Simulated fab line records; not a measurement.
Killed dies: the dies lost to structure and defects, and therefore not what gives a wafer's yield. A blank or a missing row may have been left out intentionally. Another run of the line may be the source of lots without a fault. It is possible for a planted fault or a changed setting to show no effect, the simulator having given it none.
Matching of chambers || flow gf180mcu || GF_CONTACT_CMP_27 on cmp-01: 4 sister chambers
The step polishes, stops on SiO2, t overpolish 15 s, target thk 0 nm. 7 wafers are shown with their chamber, then 8 later ones without.

## WAFERS PAIRED WITH THEIR CHAMBERS
{"wafer": "L915.3", "chamber": 1, "motor-current-A (A)": 13.6, "time-to-endpoint-s (s)": 71}
{"wafer": "L916.2", "chamber": 1, "motor-current-A (A)": 13.8, "time-to-endpoint-s (s)": 70}
{"wafer": "L920.6", "chamber": 0, "motor-current-A (A)": 11.2, "time-to-endpoint-s (s)": 68}
{"wafer": "L921.1", "chamber": 3, "motor-current-A (A)": 12.7, "time-to-endpoint-s (s)": 70}
{"wafer": "L921.2", "chamber": 0, "motor-current-A (A)": 11.5, "time-to-endpoint-s (s)": 72}
{"wafer": "L921.5", "chamber": 2, "motor-current-A (A)": 9.5, "time-to-endpoint-s (s)": 78}
{"wafer": "L927.1", "chamber": 3, "motor-current-A (A)": 12.3, "time-to-endpoint-s (s)": 67}

## WAFERS WHOSE CHAMBER IS MISSING
{"wafer": "L927.3", "motor-current-A (A)": 10.9, "time-to-endpoint-s (s)": 66}
{"wafer": "L927.5", "motor-current-A (A)": 13.5, "time-to-endpoint-s (s)": 71}
{"wafer": "L928.3", "motor-current-A (A)": 13.3, "time-to-endpoint-s (s)": 75}
{"wafer": "L928.4", "motor-current-A (A)": 12.4, "time-to-endpoint-s (s)": 71}
{"wafer": "L928.5", "motor-current-A (A)": 9.9, "time-to-endpoint-s (s)": 77}
{"wafer": "L933.6", "motor-current-A (A)": 9.3, "time-to-endpoint-s (s)": 83}
{"wafer": "L936.4", "motor-current-A (A)": 9.3, "time-to-endpoint-s (s)": 78}
{"wafer": "L936.6", "motor-current-A (A)": 14.8, "time-to-endpoint-s (s)": 76}

## WHICH CHAMBER EACH WENT THROUGH
{"wafer": "L927.3", "from the rows above": 0, "in truth": 0}
{"wafer": "L927.5", "from the rows above": 1, "in truth": 1}
{"wafer": "L928.3", "from the rows above": "can't be placed: 1 or 3", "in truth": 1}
{"wafer": "L928.4", "from the rows above": 3, "in truth": 3}
{"wafer": "L928.5", "from the rows above": 2, "in truth": 2}
{"wafer": "L933.6", "from the rows above": 2, "in truth": 2}
{"wafer": "L936.4", "from the rows above": 2, "in truth": 2}
{"wafer": "L936.6", "from the rows above": 1, "in truth": 1}
7 of 8 placed correctly. Not placeable from these rows: 1 (in 1, the candidates include the true chamber). Wrongly placed: 0.
How it was worked out, from the rows above alone: a wafer's distance from a chamber is the root of the sum, over the readings, of the square of ((its reading less the chamber's mean) divided by the reading's scatter). The wafer belongs to the nearest chamber; if the next one is less than 2 further off, it can't be placed. For every chamber, the mean is computed from those of its wafers that are shown. The scatter is the square root of a quotient: the sum, over the shown wafers, of each reading's squared deviation from its chamber's mean, divided by wafers minus chambers.
